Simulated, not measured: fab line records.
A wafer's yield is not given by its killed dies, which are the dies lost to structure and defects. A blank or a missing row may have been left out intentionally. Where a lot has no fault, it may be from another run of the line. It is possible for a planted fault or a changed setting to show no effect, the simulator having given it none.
fab line records	flow sky130
record lots=10	wafers=30	last-day=50
route steps=708 shown SD_N@349 LI_CONTACT@376 METAL1@435
lots that met no fault: from a run of the same line without faults
start-h: start of the lot's first displayed wafer, in hours after the record's first day	wait-h: hours elapsed since this lot's preceding step	" repeats the value in the row above	L1.1+2: several wafers, shown together as one row	- no value, or no start was given	* or withheld: withheld	< > ~ a bound
route shown NAME@n: names a module that has steps shown in the file, with the first one's number in the route	usual: mean and standard deviation over wafers with no fault	same: alike in all rows	chamber/n: place in a boat	sites: the reading at each site	_std_site: standard deviation of those values	_edge_site: mean of outer sites minus mean of inner sites	radius-mm: how far each site lies from the wafer's centre	mask NAME#n: copy n	behind: the last tool/chamber to shape the wafer	hold: cause of the lot's hold/its duration in hours/its outcome	device: whichever transistor did not switch (one of n, p or np)	end of line: the same wafers' tests at the end of the route	step lacking rows: just its recipe	killed: count of dies lost to structure and defects at first sort (not the wafer's yield)	map: shows each die of a wafer: x if killed, . if not, _ if none is there
set.NAME: the run value of the setting; set.NAME@STEP: its run value at that earlier step	model.NAME: the simulator's own value behind a step, which no gauge read
the route's steps for a sample of lots (tables are steps, rows are wafers)
services: from which hour (start-h, from the record's first day; less than 0 if before it) a tool's chamber was out of use, for how many hours, and why
## steps
# step SKY_SD_N_CD_MEAS_07
# recipe target-cd-nm=380
# usual cd-nm=379.8/2.6
lot.wafer	tool	chamber	start-h	wait-h	cd-nm
L652.1	cd-sem-01	-	642.35	0.1	379.7
L652.4	"	-	"	"	380.5
L652.6	"	-	"	"	381.1
L655.2	cd-sem-02	-	667.27	0.1	378.9
L655.3	"	-	"	"	380.1
L655.5	"	-	"	"	378.5
L656.1	cd-sem-01	-	686.65	0.1	380.2
L656.2	"	-	"	"	381.5
L656.5	"	-	"	"	382.2
L657.2	cd-sem-02	-	689.61	0.1	383.2
L657.3	"	-	"	"	382.3
L657.5	"	-	"	"	382.6
L664.3	cd-sem-01	-	746.31	0.1	379.5
L664.4	"	-	"	"	381.8
L664.6	"	-	"	"	380.3
L668.1	cd-sem-01	-	778.75	0.1	376.9
L668.2	"	-	"	"	377.0
L668.5	"	-	"	"	378.4
L669.2	cd-sem-02	-	799.94	0.1	381.4
L669.3	"	-	"	"	382.1
L669.6	"	-	"	"	383.7
L672.1	cd-sem-01	-	809.10	0.1	376.5
L672.2	"	-	"	"	376.2
L672.5	"	-	"	"	375.7
L674.1	cd-sem-02	-	820.89	0.1	380.4
L674.3	"	-	"	"	379.4
L674.4	"	-	"	"	378.1
L675.2	cd-sem-02	-	825.67	0.2	377.5
L675.5	"	-	"	"	380.5
L675.6	"	-	"	"	378.4
# step SKY_LI_CONTACT_ETCH_14
# recipe chemistry=N2/H2	target=BARC	ion-energy-ev=200	source-w=500	bias-w=100	pressure-mtorr=30	n2-flow-sccm=100	h2-flow-sccm=200	stop-on=SiO2	time-s=45.9	target-depth-a=600
# usual drypump-motor-current-A=5.62/0.26	oes-product-au=0.856/0.0045	throttle-valve-pct=13.224/0.008
lot.wafer	tool	chamber	start-h	wait-h	drypump-motor-current-A	oes-product-au	rf-hours-counter-h	throttle-valve-pct
L652.1	rie-diel-03	0	673.48	0.0	5.75	0.850	8	13.221
L652.4	"	1	"	"	5.37	0.852	11	13.230
L652.6	"	1	"	"	5.38	0.861	-	13.229
L655.2	rie-diel-01	1	697.18	0.0	5.76	0.863	21	13.220
L655.3	"	3	"	"	5.47	0.858	2	13.233
L655.5	"	1	"	"	5.76	0.853	-	13.214
L656.1	rie-diel-01	3	716.68	0.0	5.49	0.855	2	13.228
L656.2	"	1	"	"	5.76	0.862	22	13.226
L656.5	"	3	"	"	5.47	0.856	-	13.220
L657.2	rie-diel-04	1	718.83	0.0	6.17	0.867	7	13.212
L657.3	"	0	"	"	5.90	0.857	4	13.206
L657.5	"	3	"	"	5.35	0.863	-	13.218
L664.3	rie-diel-03	1	775.98	0.0	5.38	0.853	13	13.232
L664.4	"	2	"	"	5.53	0.854	9	13.235
L664.6	"	0	"	"	5.73	0.856	-	13.235
L668.1	rie-diel-04	1	807.48	0.0	6.16	0.853	10	13.238
L668.2	"	0	"	"	5.95	0.853	6	13.225
L668.5	"	2	"	"	5.07	0.851	-	13.225
L669.2	rie-diel-03	3	828.89	0.0	5.58	0.850	22	13.223
L669.3	"	0	"	"	5.75	0.844	12	13.237
L669.6	"	0	"	"	5.75	0.850	-	13.232
L672.1	rie-diel-01	0	838.04	0.0	6.00	0.859	0	13.222
L672.2	"	2	"	"	5.68	0.865	5	13.228
L672.5	"	0	"	"	5.97	0.849	-	13.221
L674.1	rie-diel-03	3	848.43	0.0	5.54	0.856	23	13.216
L674.3	"	2	"	"	5.54	0.849	10	13.215
L674.4	"	1	"	"	5.37	0.853	15	13.229
L675.2	rie-diel-03	0	853.79	0.0	5.75	0.851	13	13.230
L675.5	"	2	"	"	5.50	0.860	-	13.224
L675.6	"	3	"	"	5.57	0.850	-	13.215
# step SKY_METAL1_SPUTTER_01
# recipe material=TiN	target-thk-nm=20	power-w=6500	time-s=16.7	chamber-pressure-pa=0.4
# usual cathode-dc-power-W=6500.2/1.2	throttle-valve-pct=31.0/1.3
lot.wafer	tool	chamber	start-h	wait-h	cathode-dc-power-W	throttle-valve-pct
L652.1	pvd-sputter-03	-	733.21	0.0	6499.3	29.3
L652.4	"	-	"	"	6500.0	28.5
L652.6	"	-	"	"	6498.3	29.5
L655.2	pvd-sputter-03	-	757.21	0.0	6501.9	30.8
L655.3	"	-	"	"	6497.1	28.6
L655.5	"	-	"	"	6501.5	32.5
L656.1	pvd-sputter-03	-	776.54	0.0	6501.7	28.6
L656.2	"	-	"	"	6500.4	32.5
L656.5	"	-	"	"	6499.1	28.2
L657.2	pvd-sputter-03	-	778.16	0.0	6499.6	30.7
L657.3	"	-	"	"	6500.3	29.7
L657.5	"	-	"	"	6500.0	32.5
L664.3	pvd-sputter-03	-	832.83	0.0	6497.7	29.7
L664.4	"	-	"	"	6501.9	28.6
L664.6	"	-	"	"	6499.1	28.7
L668.1	pvd-sputter-04	-	864.92	0.0	6500.1	32.2
L668.2	"	-	"	"	6498.0	32.2
L668.5	"	-	"	"	6498.4	31.1
L669.2	pvd-sputter-04	-	884.73	0.0	6500.0	31.0
L669.3	"	-	"	"	6499.3	31.0
L669.6	"	-	"	"	6500.6	30.9
L672.1	pvd-sputter-03	-	894.51	0.0	6501.8	29.7
L672.2	"	-	"	"	6499.7	30.5
L672.5	"	-	"	"	6499.6	32.3
L674.1	pvd-sputter-02	-	905.18	0.0	6502.5	32.6
L674.3	"	-	"	"	6501.0	29.9
L674.4	"	-	"	"	6500.1	32.5
L675.2	pvd-sputter-03	-	910.66	0.0	6501.1	28.5
L675.5	"	-	"	"	6500.6	32.4
L675.6	"	-	"	"	6500.4	30.6
# step SKY_METAL1_SPUTTER_02
# recipe material=AlCu	target-thk-nm=250	power-w=10600	time-s=13.3	chamber-pressure-pa=0.4
# usual cathode-dc-power-W=10600/1.8	throttle-valve-pct=31.0/1.3
lot.wafer	tool	chamber	start-h	wait-h	cathode-dc-power-W	throttle-valve-pct
L652.1	pvd-sputter-03	-	733.23	0.0	10598	29.5
L652.4	"	-	"	"	10601	28.6
L652.6	"	-	"	"	10601	29.4
L655.2	pvd-sputter-03	-	757.23	0.0	10598	31.0
L655.3	"	-	"	"	10599	28.6
L655.5	"	-	"	"	10600	32.4
L656.1	pvd-sputter-03	-	776.56	0.0	10600	28.6
L656.2	"	-	"	"	10601	32.3
L656.5	"	-	"	"	10597	28.8
L657.2	pvd-sputter-03	-	778.18	0.0	10600	30.6
L657.3	"	-	"	"	10597	29.7
L657.5	"	-	"	"	10598	32.7
L664.3	pvd-sputter-03	-	832.86	0.0	11062	29.7
L664.4	"	-	"	"	10598	28.7
L664.6	"	-	"	"	10601	28.7
L668.1	pvd-sputter-04	-	864.95	0.0	10602	32.2
L668.2	"	-	"	"	10601	32.2
L668.5	"	-	"	"	10597	30.9
L669.2	pvd-sputter-04	-	884.76	0.0	10600	31.2
L669.3	"	-	"	"	10599	30.6
L669.6	"	-	"	"	10597	31.0
L672.1	pvd-sputter-03	-	894.53	0.0	10599	29.5
L672.2	"	-	"	"	10601	30.8
L672.5	"	-	"	"	10598	32.4
L674.1	pvd-sputter-02	-	905.21	0.0	10598	32.6
L674.3	"	-	"	"	10598	30.2
L674.4	"	-	"	"	10600	32.5
L675.2	pvd-sputter-03	-	910.69	0.0	10598	28.7
L675.5	"	-	"	"	10602	32.2
L675.6	"	-	"	"	10599	30.7
# step SKY_METAL1_RS_MEAS_05
# recipe thk-meas-gauge=four-point-probe	reads=TiN_of_METAL1_SPUTTER_04+Ti_of_METAL1_SPUTTER_03+AlCu_of_METAL1_SPUTTER_02+TiN_of_METAL1_SPUTTER_01+Ti_of_METAL1_SPUTTER_00
# usual METAL1_ALCU_RS=0.1270/0.0011
lot.wafer	tool	chamber	start-h	wait-h	METAL1_ALCU_RS[ohm/sq]
L652.1	film-metro-04	-	733.32	0.0	0.1266
L652.4	"	-	"	"	0.1270
L652.6	"	-	"	"	0.1266
L655.2	film-metro-04	-	757.35	0.0	0.1279
L655.3	"	-	"	"	0.1263
L655.5	"	-	"	"	0.1266
L656.1	film-metro-01	-	776.65	0.0	0.1278
L656.2	"	-	"	"	0.1270
L656.5	"	-	"	"	0.1270
L657.2	film-metro-02	-	778.29	0.0	0.1279
L657.3	"	-	"	"	0.1270
L657.5	"	-	"	"	0.1253
L664.3	film-metro-02	-	832.99	0.1	0.1221
L664.4	"	-	"	"	0.1274
L664.6	"	-	"	"	0.1276
L668.1	film-metro-04	-	865.04	0.0	0.1267
L668.2	"	-	"	"	0.1255
L668.5	"	-	"	"	0.1262
L669.2	film-metro-01	-	884.87	0.0	0.1243
L669.3	"	-	"	"	0.1255
L669.6	"	-	"	"	0.1257
L672.1	film-metro-01	-	894.62	0.0	0.1268
L672.2	"	-	"	"	0.1264
L672.5	"	-	"	"	0.1256
L674.1	film-metro-01	-	905.30	0.0	0.1272
L674.3	"	-	"	"	0.1282
L674.4	"	-	"	"	0.1270
L675.2	film-metro-04	-	910.80	0.0	0.1275
L675.5	"	-	"	"	0.1278
L675.6	"	-	"	"	0.1282
# step SKY_METAL1_THK_MEAS_06
# recipe thk-meas-gauge=xrf	reads=AlCu_of_METAL1_SPUTTER_02
# usual METAL1_ALCU_THK=249.2/2.6
lot.wafer	tool	chamber	start-h	wait-h	METAL1_ALCU_THK[nm]
L652.1	film-metro-04	-	733.44	0.1	249.6
L652.4	"	-	"	"	249.3
L652.6	"	-	"	"	249.9
L655.2	film-metro-04	-	757.46	0.1	250.0
L655.3	"	-	"	"	249.9
L655.5	"	-	"	"	251.0
L656.1	film-metro-01	-	776.77	0.1	248.9
L656.2	"	-	"	"	250.4
L656.5	"	-	"	"	249.8
L657.2	film-metro-02	-	778.40	0.1	246.5
L657.3	"	-	"	"	246.4
L657.5	"	-	"	"	250.7
L664.3	film-metro-02	-	833.09	0.1	259.2
L664.4	"	-	"	"	249.9
L664.6	"	-	"	"	248.7
L668.1	film-metro-04	-	865.16	0.1	248.7
L668.2	"	-	"	"	253.8
L668.5	"	-	"	"	250.8
L669.2	film-metro-01	-	884.98	0.1	254.5
L669.3	"	-	"	"	251.6
L669.6	"	-	"	"	252.1
L672.1	film-metro-01	-	894.74	0.1	249.0
L672.2	"	-	"	"	252.2
L672.5	"	-	"	"	251.7
L674.1	film-metro-01	-	905.42	0.1	249.8
L674.3	"	-	"	"	247.1
L674.4	"	-	"	"	248.7
L675.2	film-metro-04	-	910.91	0.1	248.3
L675.5	"	-	"	"	248.2
L675.6	"	-	"	"	248.3
## services
tool	chamber	start-h	hours	kind
rie-diel-01	2	656.19	2.5	repair
rie-diel-03	-	658.77	2.8	pm
pvd-sputter-03	1	668.03	-	consumable-replace:kit
pvd-sputter-03	1	668.03	18.0	scheduled-down
pvd-sputter-03	1	668.03	18.0	vent-cycle
pvd-sputter-04	-	668.38	11.3	repair
pvd-sputter-02	-	709.06	6.2	repair
rie-diel-01	3	719.77	1.5	repair
pvd-sputter-04	-	720.61	0.5	repair
rie-diel-03	3	753.62	11.4	repair
rie-diel-01	0	756.41	35.0	repair
pvd-sputter-03	-	769.92	4.7	repair
rie-diel-03	2	780.34	10.8	repair
rie-diel-01	-	791.40	0.8	repair
pvd-sputter-03	0	874.05	-	consumable-replace:kit
pvd-sputter-03	0	874.05	18.0	scheduled-down
pvd-sputter-03	0	874.05	18.0	vent-cycle
rie-diel-04	3	881.44	7.2	repair
pvd-sputter-02	-	882.17	6.3	repair
pvd-sputter-04	2	884.85	-	consumable-replace:kit
rie-diel-04	0	896.31	7.1	repair
rie-diel-01	0	899.64	4.7	repair
pvd-sputter-03	-	901.97	4.1	repair
rie-diel-01	2	903.55	2.1	repair
## key
first-sign step=SKY_METAL1_SPUTTER_02	reading=cathode-dc-power-W	direction=up	sigmas=99+	usual=10600	struck=11062
effect step=SKY_METAL1_RS_MEAS_05	reading=METAL1_ALCU_RS	direction=down	sigmas=4.4	usual=0.1270	struck=0.1221
effect step=SKY_METAL1_THK_MEAS_06	reading=METAL1_ALCU_THK	direction=up	sigmas=3.9	usual=249.2	struck=259.2
met-at SKY_METAL1_SPUTTER_02
struck-lots L664
struck-wafers L664.3
not-acting-at SKY_SD_N_CD_MEAS_07,SKY_LI_CONTACT_ETCH_14,SKY_METAL1_SPUTTER_01
onset-between 778.18 832.86
fault kind=process-parameter-drift	tool=pvd-sputter-03	chamber=-	onset-h=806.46	steps=SKY_METAL1_SPUTTER_02	channel=power-w	offset=*	shape=step	end-h=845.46	acts-in=*	stated=*	scope=struck-wafers-only
